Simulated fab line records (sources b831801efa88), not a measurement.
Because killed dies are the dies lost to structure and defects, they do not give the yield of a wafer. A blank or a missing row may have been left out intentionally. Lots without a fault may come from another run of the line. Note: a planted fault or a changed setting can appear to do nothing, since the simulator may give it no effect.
Matching of chambers :: flow gf180mcu :: cmp-02 running GF_CONTACT_CMP_27: 4 sister chambers
The step polishes, stops on SiO2, t overpolish 15 s, target thk 0 nm. 14 wafers are shown with their chamber, then 7 later ones without.

EACH WAFER AND ITS CHAMBER
wafer: L631.1
chamber: 2
motor-current-A (A): 12.7
time-to-endpoint-s (s): 73.1
head-pressure-psi (psi): 3.497

wafer: L631.2
chamber: 1
motor-current-A (A): 11.8
time-to-endpoint-s (s): 73.4
head-pressure-psi (psi): 3.505

wafer: L631.4
chamber: 0
motor-current-A (A): 14.2
time-to-endpoint-s (s): 74.2
head-pressure-psi (psi): 3.511

wafer: L632.3
chamber: 0
motor-current-A (A): 14.4
time-to-endpoint-s (s): 71.0
head-pressure-psi (psi): 3.508

wafer: L632.4
chamber: 2
motor-current-A (A): 12.4
time-to-endpoint-s (s): 73.7
head-pressure-psi (psi): 3.496

wafer: L632.5
chamber: 2
motor-current-A (A): 12.8
time-to-endpoint-s (s): 74.0
head-pressure-psi (psi): 3.502

wafer: L633.3
chamber: 2
motor-current-A (A): 12.6
time-to-endpoint-s (s): 72.4
head-pressure-psi (psi): 3.495

wafer: L633.4
chamber: 0
motor-current-A (A): 14.0
time-to-endpoint-s (s): 74.5
head-pressure-psi (psi): 3.496

wafer: L633.6
chamber: 3
motor-current-A (A): 13.6
time-to-endpoint-s (s): 71.2
head-pressure-psi (psi): 3.508

wafer: L645.4
chamber: 1
motor-current-A (A): 12.0
time-to-endpoint-s (s): 73.5
head-pressure-psi (psi): 3.499

wafer: L645.5
chamber: 1
motor-current-A (A): 12.3
time-to-endpoint-s (s): 73.8
head-pressure-psi (psi): 3.490

wafer: L645.6
chamber: 0
motor-current-A (A): 14.7
time-to-endpoint-s (s): 72.3
head-pressure-psi (psi): 3.492

wafer: L648.1
chamber: 0
motor-current-A (A): 14.2
time-to-endpoint-s (s): 74.7
head-pressure-psi (psi): 3.489

wafer: L648.3
chamber: 1
motor-current-A (A): 12.3
time-to-endpoint-s (s): 76.7
head-pressure-psi (psi): 3.501

SIGNATURES (averages over the wafers above)
reading: motor-current-A
chamber 0: 14.300
chamber 1: 12.100
chamber 2: 12.625
chamber 3: 13.600
scatter within a chamber: 0.234

reading: time-to-endpoint-s
chamber 0: 73.340
chamber 1: 74.350
chamber 2: 73.300
chamber 3: 71.200
scatter within a chamber: 1.39

reading: head-pressure-psi
chamber 0: 3.49920
chamber 1: 3.49875
chamber 2: 3.49750
chamber 3: 3.50800
scatter within a chamber: 0.0073
Rule: distance of a wafer from a chamber = root of the sum over the readings of ((wafer's reading minus chamber's mean) / reading's scatter) squared. The wafer belongs to the nearest chamber; if the next one is less than 2 further off, it can't be placed. How the scatter is found: for the shown wafers, subtract from each reading the mean of its chamber, square and add these, divide the total by (wafers less chambers), then take the root.

WAFERS WITHOUT THEIR CHAMBER
wafer: L648.6
motor-current-A (A): 11.8
time-to-endpoint-s (s): 75.6
head-pressure-psi (psi): 3.500

wafer: L650.2
motor-current-A (A): 12.9
time-to-endpoint-s (s): 77.0
head-pressure-psi (psi): 3.496

wafer: L650.4
motor-current-A (A): 12.0
time-to-endpoint-s (s): 78.4
head-pressure-psi (psi): 3.505

wafer: L650.5
motor-current-A (A): 11.6
time-to-endpoint-s (s): 79.4
head-pressure-psi (psi): 3.503

wafer: L651.3
motor-current-A (A): 12.3
time-to-endpoint-s (s): 78.1
head-pressure-psi (psi): 3.499

wafer: L651.4
motor-current-A (A): 13.8
time-to-endpoint-s (s): 77.4
head-pressure-psi (psi): 3.510

wafer: L651.6
motor-current-A (A): 13.0
time-to-endpoint-s (s): 75.4
head-pressure-psi (psi): 3.502

WHICH CHAMBER EACH ONE RAN IN
wafer: L648.6
from the rows above: 1
in truth: 1

wafer: L650.2
from the rows above: can't be placed: 2 or 1
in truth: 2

wafer: L650.4
from the rows above: can't be placed: 1 or 2
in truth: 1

wafer: L650.5
from the rows above: can't be placed: 1 or 2
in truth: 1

wafer: L651.3
from the rows above: can't be placed: 1 or 2
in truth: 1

wafer: L651.4
from the rows above: can't be placed: 0 or 3
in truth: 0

wafer: L651.6
from the rows above: can't be placed: 2 or 1 or 3
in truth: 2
Correctly placed: 1 of 7. Not placeable from these rows: 6 (in 6, the candidates include the true chamber). 0 placed wrongly.
